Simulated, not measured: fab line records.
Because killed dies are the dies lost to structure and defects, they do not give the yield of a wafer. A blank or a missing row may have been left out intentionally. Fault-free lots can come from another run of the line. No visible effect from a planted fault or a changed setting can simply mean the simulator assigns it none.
Comparing a struck lot with a sound one	flow gf180mcu	13 out of 602 route steps
Sound: wafers L687.2, L687.4, L687.5. Wafers struck: L685.1, L685.2, L685.3. The cause is named last.
Each step with rows lists, per side, the tool, then ch with its chambers, then its first start. Under that, the readings that differ: sound wafers	struck wafers	difference of the means	sigmas: that difference in standard deviations of wafers without a fault.
alike: a reading whose means differ by less than 2 such deviations, as well as words and numbers matching on both sides. not compared: withheld readings; readings where some wafer has no value; bounds like >300 that might hide an equal value; numbers whose values overlap and for which the record gives no deviation.
A row with sigmas, a row that says differs or no value, or rows on one side alone: a step with any of these is where the two part. Numbers that have no deviation but don't overlap get no sigmas and don't part them. A reading that every wafer of one side lacks parts them only if that side has two wafers or more.

GF_V3_CD_MEAS_14: target cd 260 nm.
  sound on cd_sem-01 at day 29 07:24; struck on cd_sem-01 at day 29 01:18
  alike: cd_nm
GF_V3_OVL_MEAS_15:
  sound on overlay-01 at day 29 07:30; struck on overlay-01 at day 29 01:25
  alike: V3_OVL
GF_V3_ETCH_16: etches BARC in N2/H2.
  sound on rie_diel-03 ch 0,3, day 29 07:32; struck on rie_diel-04 ch 0,2,3, day 29 01:27
  alike: drypump_motor_current_A, oes_product_au, throttle_valve_pct
GF_V3_ETCH_17: etches SiO2 in C4F8/O2/Ar, stops on TiN, target depth 635 nm.
  sound on rie_diel-03 ch 0,3; struck on rie_diel-04 ch 0,2,3
  alike: oes_product_au
GF_V3_STRIP_18: strips in O2/N2.
  sound on plasma_asher-04 ch 1, day 29 07:40; struck on plasma_asher-04 ch 0,1, day 29 01:35
  alike: drypump_motor_current_A, heater_power_w, oes_product_au
  not compared: rf_hours_counter_h
then, 2 steps without rows for these wafers: GF_V3_STRIP_19 (strips in post etch residue remover, time 1200 s); GF_V3_CLEAN_20 (cleans in DIW).
GF_V3_SPUTTER_21: material Ti, target thk 15 nm, time 80.02 s.
  sound on pvd_sputter-04 at day 29 08:12; struck on pvd_sputter-04 at day 29 02:10
  alike: throttle_valve_pct
then, 1 step without rows for these wafers: GF_V3_SPUTTER_22 (material TiN, target thk 10 nm, time 40 s).
GF_V3_CVD_23: deposits W, target thk 350 nm, time 104.9 s.
  sound on cvd_w-02 ch 0,1, day 29 08:18; struck on cvd_w-01 ch 0,1, day 29 02:16
  alike: heater_power_w
GF_V3_RS_MEAS_24: uses a four-point probe to measure.
  sound on film_metro-04 at day 29 08:26; struck on film_metro-02 at day 29 02:22
  alike: V3_W_RS
GF_V3_THK_MEAS_25: measures by xrf.
  sound on film_metro-04 at day 29 08:32; struck on film_metro-02 at day 29 02:29
  alike: V3_W_THK
GF_V3_CMP_26: polishes, stops on SiO2, t overpolish 15 s, target thk 0 nm.
  sound on cmp-02 ch 1,2,3, day 29 08:38; struck on cmp-01 ch 0,1,3, day 29 02:33
  no value came back on the struck wafers for any of 5 readings (edge_zone_pressure_frac, head_pressure_psi (psi) and others); on the sound wafers edge_zone_pressure_frac reads 0.992 1.005 0.997
reading	sound	struck	difference	sigmas
model.W_of_V3_CVD_23.thk_nm (nm)	0 0 0	353.9 346.3 350.1	+350.1	
model.SiO2_of_V3_CVD_02.thk_nm (nm)	631.1 630.3 630.3	632.4 633.4 632.4	+2.2	

## WHERE THEY PART
Only at GF_V3_CMP_26, as far as this record shows.

WHY: what the simulator had put in
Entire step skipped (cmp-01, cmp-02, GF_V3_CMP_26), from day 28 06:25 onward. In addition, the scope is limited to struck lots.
